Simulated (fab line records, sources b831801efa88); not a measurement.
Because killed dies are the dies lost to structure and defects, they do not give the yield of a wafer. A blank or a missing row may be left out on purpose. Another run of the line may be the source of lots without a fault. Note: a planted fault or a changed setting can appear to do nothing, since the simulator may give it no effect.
Matching of chambers || flow gf180mcu || GF_V5_CMP_04 on cmp-02: 4 sister chambers
The step polishes SiO2. 8 wafers are shown with their chamber, then 11 later ones without.

## WAFERS WITH THEIR CHAMBER
{"wafer": "L259.4", "chamber": 1, "motor_current_A (A)": 11.8}
{"wafer": "L262.4", "chamber": 1, "motor_current_A (A)": 11.4}
{"wafer": "L266.2", "chamber": 2, "motor_current_A (A)": 10.0}
{"wafer": "L266.5", "chamber": 3, "motor_current_A (A)": 11.8}
{"wafer": "L269.2", "chamber": 2, "motor_current_A (A)": 10.2}
{"wafer": "L269.3", "chamber": 0, "motor_current_A (A)": 9.5}
{"wafer": "L269.6", "chamber": 0, "motor_current_A (A)": 10.4}
{"wafer": "L274.2", "chamber": 3, "motor_current_A (A)": 11.3}

## WAFERS WITH NO CHAMBER GIVEN
{"wafer": "L274.4", "motor_current_A (A)": 11.5}
{"wafer": "L274.5", "motor_current_A (A)": 10.0}
{"wafer": "L276.4", "motor_current_A (A)": 11.9}
{"wafer": "L276.5", "motor_current_A (A)": 11.5}
{"wafer": "L276.6", "motor_current_A (A)": 10.0}
{"wafer": "L278.4", "motor_current_A (A)": 10.9}
{"wafer": "L278.5", "motor_current_A (A)": 11.1}
{"wafer": "L278.6", "motor_current_A (A)": 10.3}
{"wafer": "L280.2", "motor_current_A (A)": 11.5}
{"wafer": "L280.3", "motor_current_A (A)": 11.3}
{"wafer": "L280.4", "motor_current_A (A)": 10.0}

## THE CHAMBER EACH PASSED THROUGH
{"wafer": "L274.4", "from the rows above": "can't be placed: 3 or 1", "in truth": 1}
{"wafer": "L274.5", "from the rows above": "can't be placed: 0 or 2", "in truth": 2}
{"wafer": "L276.4", "from the rows above": "can't be placed: 1 or 3", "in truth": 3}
{"wafer": "L276.5", "from the rows above": "can't be placed: 3 or 1", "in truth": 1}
{"wafer": "L276.6", "from the rows above": "can't be placed: 0 or 2", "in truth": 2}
{"wafer": "L278.4", "from the rows above": "can't be placed: 3 or 1 or 2 or 0", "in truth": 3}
{"wafer": "L278.5", "from the rows above": "can't be placed: 3 or 1 or 2 or 0", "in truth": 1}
{"wafer": "L278.6", "from the rows above": "can't be placed: 2 or 0", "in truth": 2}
{"wafer": "L280.2", "from the rows above": "can't be placed: 3 or 1", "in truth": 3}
{"wafer": "L280.3", "from the rows above": "can't be placed: 3 or 1", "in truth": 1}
{"wafer": "L280.4", "from the rows above": "can't be placed: 0 or 2", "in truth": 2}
0 of 11 placed correctly. Can't be placed from these rows: 11 (the true chamber is among the candidates in 11). Number placed wrongly: 0.
How it was worked out, from the rows above alone: a wafer's distance from a chamber is the root of the sum, over the readings, of the square of ((its reading less the chamber's mean) divided by the reading's scatter). If the next closest chamber is less than 2 further off than the closest, the wafer can't be placed; otherwise it belongs to the closest. A chamber's mean is the mean of its shown wafers. How the scatter is found: for the shown wafers, subtract from each reading the mean of its chamber, square and add these, divide the total by (wafers less chambers), then take the root.
